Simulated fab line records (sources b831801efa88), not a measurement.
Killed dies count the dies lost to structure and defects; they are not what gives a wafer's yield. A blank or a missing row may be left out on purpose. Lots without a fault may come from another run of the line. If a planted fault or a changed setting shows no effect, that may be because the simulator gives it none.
Which tool is to blame? | flow sfqLine | 14 lots with 42 wafers sampled at 7 steps, on a route of 325 steps

## WHAT THE GAUGES READ, wafer by wafer
SFQ_L0_RS_MEAS_901: measures by four-point-probe.
lot  | measured    | on           | L0_MONX_KI_RS (ohm/sq)
L267 | day 1 12:35 | filmMetro-04 | 43.5 43.8 43.7
L268 | day 1 17:34 | filmMetro-04 | 43.6 44.2 43.9
L269 | day 1 22:34 | filmMetro-04 | 44.1 44.0 43.6
L270 | day 2 03:34 | filmMetro-03 | 42.9 42.8 42.5
L271 | day 2 08:34 | filmMetro-04 | 43.6 42.8 43.4
L272 | day 2 13:34 | filmMetro-03 | 43.9 44.1 43.4
L273 | day 2 18:35 | filmMetro-04 | 43.5 43.5 43.6
L275 | day 3 04:34 | filmMetro-01 | 43.5 43.5 43.0
L276 | day 3 09:34 | filmMetro-03 | 44.5 44.2 44.5
L278 | day 3 19:34 | filmMetro-01 | 43.6 42.5 42.6
L279 | day 4 00:34 | filmMetro-01 | 44.1 43.5 43.5
L287 | day 5 16:35 | filmMetro-04 | 58.3 42.0 43.4
L288 | day 5 21:34 | filmMetro-03 | 58.0 42.4 58.3
L289 | day 6 02:35 | filmMetro-03 | 44.4 43.9 44.1

SFQ_L0_THK_MEAS_902: measures by xrf.
lot  | measured    | on           | L0_MONX_KI_THK (nm)
L267 | day 1 12:41 | filmMetro-04 | 40.5 40.4 40.3
L268 | day 1 17:41 | filmMetro-04 | 40.6 40.0 40.3
L269 | day 1 22:41 | filmMetro-04 | 40.3 40.2 40.5
L270 | day 2 03:41 | filmMetro-03 | 40.6 40.7 41.0
L271 | day 2 08:41 | filmMetro-04 | 40.5 41.1 40.7
L272 | day 2 13:41 | filmMetro-03 | 39.5 39.7 39.9
L273 | day 2 18:41 | filmMetro-04 | 40.5 40.5 40.6
L275 | day 3 04:41 | filmMetro-01 | 40.8 40.6 41.3
L276 | day 3 09:41 | filmMetro-03 | 39.3 39.7 39.3
L278 | day 3 19:41 | filmMetro-01 | 40.6 41.8 41.9
L279 | day 4 00:41 | filmMetro-01 | 40.2 40.7 40.8
L287 | day 5 16:41 | filmMetro-04 | 30.2 41.8 40.3
L288 | day 5 21:41 | filmMetro-03 | 30.2 41.2 30.1
L289 | day 6 02:41 | filmMetro-03 | 39.4 40.0 39.8

SFQ_M8_THK_MEAS_950: measures by xrf.
lot  | measured     | on           | M8_AU_THK (nm)
L267 | day 80 16:21 | filmMetro-03 | 178.7 183.9 182.4
L268 | day 80 17:32 | filmMetro-04 | 176.7 179.4 176.5
L269 | day 80 22:20 | filmMetro-03 | 180.1 179.0 175.9
L270 | day 81 06:44 | filmMetro-02 | 180.8 180.0 183.0
L271 | day 81 10:20 | filmMetro-03 | 178.1 180.5 179.8
L272 | day 81 15:08 | filmMetro-03 | 177.8 178.4 178.6
L273 | day 81 19:57 | filmMetro-03 | 178.8 179.0 177.1
L275 | day 82 09:08 | filmMetro-03 | 177.3 176.0 176.3
L276 | day 83 16:20 | filmMetro-02 | 179.5 181.8 182.6
L278 | day 84 19:23 | filmMetro-02 | 186.3 184.6 184.0
L279 | day 84 20:35 | filmMetro-03 | 178.2 178.4 178.3
L287 | day 91 15:06 | filmMetro-03 | 175.5 175.1 177.1
L288 | day 91 17:29 | filmMetro-03 | 179.9 182.0 179.2
L289 | day 91 22:18 | filmMetro-02 | 181.4 183.4 184.1

## EACH LOT AND THE TOOL THAT RAN IT (in order: tool; ch and the chambers of the sampled wafers; start)
lot  | SFQ_TRILAYER_L0_DEP_SPUTTER_003 | SFQ_TRILAYER_L0_ETCH_METAL_ETCH_008 | SFQ_TRILAYER_M2_STRIP_STRIP_061  | SFQ_TRILAYER_I2_VIA_STRIP_STRIP_071
L267 | pvdSputter-03, day 1 12:29      | rieMetal-02 ch 0,1, day 2 10:32     | rieMetal-01 ch 0,1, day 30 12:01 | rieMetal-01 ch 0,1, day 36 19:11
L268 | pvdSputter-05, day 1 17:29      | rieMetal-02 ch 0,1, day 2 12:56     | rieMetal-04 ch 0,1, day 30 19:13 | rieMetal-03 ch 0,1, day 37 02:23
L269 | pvdSputter-05, day 1 22:29      | rieMetal-03 ch 0,1, day 2 14:08     | rieMetal-02 ch 0, day 31 05:00   | rieMetal-03 ch 0,1, day 37 10:47
L270 | pvdSputter-03, day 2 03:29      | rieMetal-03 ch 0,1, day 2 16:32     | rieMetal-02 ch 0,1, day 31 14:25 | rieMetal-03 ch 0,1, day 37 15:35
L271 | pvdSputter-03, day 2 08:29      | rieMetal-03 ch 0,1, day 2 18:56     | rieMetal-02 ch 0,1, day 31 19:20 | rieMetal-03 ch 0,1, day 37 19:11
L272 | pvdSputter-03, day 2 13:29      | rieMetal-04 ch 0,1, day 2 20:08     | rieMetal-04 ch 0,1, day 32 13:27 | rieMetal-02 ch 0,1, day 38 19:11
L273 | pvdSputter-05, day 2 18:29      | rieMetal-02 ch 0,1, day 2 21:20     | rieMetal-02 ch 1, day 32 19:15   | rieMetal-01 ch 1, day 38 22:47
L275 | pvdSputter-04, day 3 04:29      | rieMetal-03 ch 0,1, day 3 22:55     | rieMetal-02 ch 0,1, day 33 14:34 | rieMetal-01 ch 0,1, day 39 21:35
L276 | pvdSputter-04, day 3 09:29      | rieMetal-04 ch 0,1, day 4 04:46     | rieMetal-01 ch 0,1, day 34 01:22 | rieMetal-03 ch 0,1, day 40 05:59
L278 | pvdSputter-03, day 3 19:29      | rieMetal-04 ch 0,1, day 4 19:10     | rieMetal-01 ch 0,1, day 35 09:17 | rieMetal-02 ch 0,1, day 41 14:49
L279 | pvdSputter-05, day 4 00:29      | rieMetal-02 ch 0, day 5 01:10       | rieMetal-02 ch 0, day 36 03:29   | rieMetal-03 ch 0,1, day 42 07:45
L287 | pvdSputter-03, day 5 16:29      | rieMetal-03 ch 0,1, day 8 14:29     | rieMetal-04 ch 0,1, day 37 04:49 | rieMetal-03 ch 0,1, day 43 12:33
L288 | pvdSputter-03, day 5 21:29      | rieMetal-03 ch 0,1, day 9 00:05     | rieMetal-04 ch 0,1, day 37 08:25 | rieMetal-03 ch 0,1, day 43 20:00
L289 | pvdSputter-05, day 6 02:29      | rieMetal-04 ch 0, day 9 09:41       | rieMetal-01 ch 1, day 37 09:37   | rieMetal-03 ch 0,1, day 44 00:48
- SFQ_TRILAYER_L0_DEP_SPUTTER_003: material MoNx KI, target thk 40 nm, time 100 s.
- SFQ_TRILAYER_L0_ETCH_METAL_ETCH_008: etches MoNx KI in SF6/O2, stops on SiO2, target depth 50 nm, time 25 s.
- SFQ_TRILAYER_M2_STRIP_STRIP_061: strips in O2.
- SFQ_TRILAYER_I2_VIA_STRIP_STRIP_071: strips in O2.

## WHAT THE TOOLS THEMSELVES READ (means of the sampled wafers that have a number; where no wafer has one, the mark that the record gives instead)
SFQ_TRILAYER_L0_DEP_SPUTTER_003.
lot  | tool          | throttleValvePct (%)
L267 | pvdSputter-03 | 29.7
L268 | pvdSputter-05 | 30.8
L269 | pvdSputter-05 | 31.2
L270 | pvdSputter-03 | 29.7
L271 | pvdSputter-03 | 29.3
L272 | pvdSputter-03 | 29.6
L273 | pvdSputter-05 | 30.6
L275 | pvdSputter-04 | 30.1
L276 | pvdSputter-04 | 30.8
L278 | pvdSputter-03 | 29.6
L279 | pvdSputter-05 | 30.6
L287 | pvdSputter-03 | 29.6
L288 | pvdSputter-03 | 29.3
L289 | pvdSputter-05 | 30.3

SFQ_TRILAYER_L0_ETCH_METAL_ETCH_008.
lot  | tool        | drypumpMotorCurrentA (A) | heBacksideLeakSccm (sccm) | oesProductAu (a.u.)
L267 | rieMetal-02 | 5.2                      | 3.4                       | 0.875
L268 | rieMetal-02 | 5.2                      | 3.4                       | 0.872
L269 | rieMetal-03 | 5.4                      | 3.3                       | 0.873
L270 | rieMetal-03 | 5.4                      | 3.4                       | 0.885
L271 | rieMetal-03 | 5.4                      | 3.3                       | 0.876
L272 | rieMetal-04 | 5.1                      | 3.5                       | 0.872
L273 | rieMetal-02 | 5.1                      | 3.4                       | 0.874
L275 | rieMetal-03 | 5.4                      | 3.4                       | 0.877
L276 | rieMetal-04 | 5.2                      | 3.3                       | 0.867
L278 | rieMetal-04 | 5.2                      | 3.6                       | 0.883
L279 | rieMetal-02 | 5.7                      | 3.3                       | 0.868
L287 | rieMetal-03 | 5.8                      | 3.5                       | 0.843
L288 | rieMetal-03 | 5.4                      | 3.3                       | 0.794
L289 | rieMetal-04 | 5.4                      | 3.4                       | 0.863

SFQ_TRILAYER_M2_STRIP_STRIP_061.
lot  | tool        | drypumpMotorCurrentA (A) | heBacksideLeakSccm (sccm) | oesProductAu (a.u.)
L267 | rieMetal-01 | 5.9                      | 3.59                      | 0.990
L268 | rieMetal-04 | 5.1                      | 3.58                      | 0.993
L269 | rieMetal-02 | 5.7                      | 3.28                      | 0.989
L270 | rieMetal-02 | 5.1                      | 3.20                      | 0.991
L271 | rieMetal-02 | 5.4                      | 3.29                      | 0.989
L272 | rieMetal-04 | 5.1                      | 3.63                      | 0.990
L273 | rieMetal-02 | 4.8                      | 3.14                      | 0.995
L275 | rieMetal-02 | 5.1                      | 3.24                      | 0.996
L276 | rieMetal-01 | 5.9                      | 3.67                      | 0.998
L278 | rieMetal-01 | 5.9                      | 3.55                      | 1.002
L279 | rieMetal-02 | 5.7                      | 3.19                      | 0.986
L287 | rieMetal-04 | 5.3                      | 3.42                      | 0.996
L288 | rieMetal-04 | 5.3                      | 3.61                      | 0.994
L289 | rieMetal-01 | 5.8                      | 3.48                      | 1.003

SFQ_TRILAYER_I2_VIA_STRIP_STRIP_071.
lot  | tool        | drypumpMotorCurrentA (A) | heBacksideLeakSccm (sccm) | oesProductAu (a.u.)
L267 | rieMetal-01 | 5.9                      | 3.5                       | 0.993
L268 | rieMetal-03 | 5.4                      | 3.9                       | 0.999
L269 | rieMetal-03 | 5.4                      | 3.4                       | 0.998
L270 | rieMetal-03 | 5.4                      | 3.3                       | 1.000
L271 | rieMetal-03 | 5.4                      | 3.5                       | 0.996
L272 | rieMetal-02 | 5.4                      | 3.3                       | 0.993
L273 | rieMetal-01 | 5.8                      | 3.6                       | 0.995
L275 | rieMetal-01 | 5.9                      | 3.7                       | 1.000
L276 | rieMetal-03 | 5.8                      | 3.3                       | 1.006
L278 | rieMetal-02 | 5.1                      | 3.3                       | 0.991
L279 | rieMetal-03 | 5.4                      | 3.4                       | 0.992
L287 | rieMetal-03 | 5.4                      | 3.3                       | 0.994
L288 | rieMetal-03 | 5.8                      | 3.3                       | 1.001
L289 | rieMetal-03 | 5.8                      | 3.5                       | 0.990

## THE ANSWER, worked out from the rows above alone
Rule: usual is defined by the lots themselves. The widest of any qualifying gaps counts: lots, ordered by their means at a reading, are off when they make up no more than a third of the lots, leave a main group of 4 or more, and stand apart from it by 3 or more times the standard deviation of that group's means. A main group is skipped when, at the precision printed for the reading in the tables above, its means are all equal. A lot without any number at a reading at which 4 lots or more have one is off too. Any other lot the step has rows for is counted as sound. The gauges are gone through in route order, then the tools' own readings, and for those a lot's mean is taken as printed above. At the first step where some lot is off, the reading lying furthest off is the one used; lots without a number count as furthest.
Off: L287, L288, seen at SFQ_L0_RS_MEAS_901 (L0_MONX_KI_RS). The main group: mean 43.6 ohm/sq, standard deviation 0.46.
If a tool, at a process step before that reading, ran all the lots that are off and no sound lot after the first of them, it fits. Those tools and the gauges at SFQ_L0_RS_MEAS_901 are tried in the same way. One fits: pvdSputter-03 at SFQ_TRILAYER_L0_DEP_SPUTTER_003. A fault onset in the window from L278 (day 3 19:29, its last sound lot) to L287 (day 5 16:29, its first lot off) fits.

## WHAT THE SIMULATOR HAD INSERTED
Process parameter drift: pvdSputter-03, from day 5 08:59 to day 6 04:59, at SFQ_TRILAYER_L0_DEP_SPUTTER_003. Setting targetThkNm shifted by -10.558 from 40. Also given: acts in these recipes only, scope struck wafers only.
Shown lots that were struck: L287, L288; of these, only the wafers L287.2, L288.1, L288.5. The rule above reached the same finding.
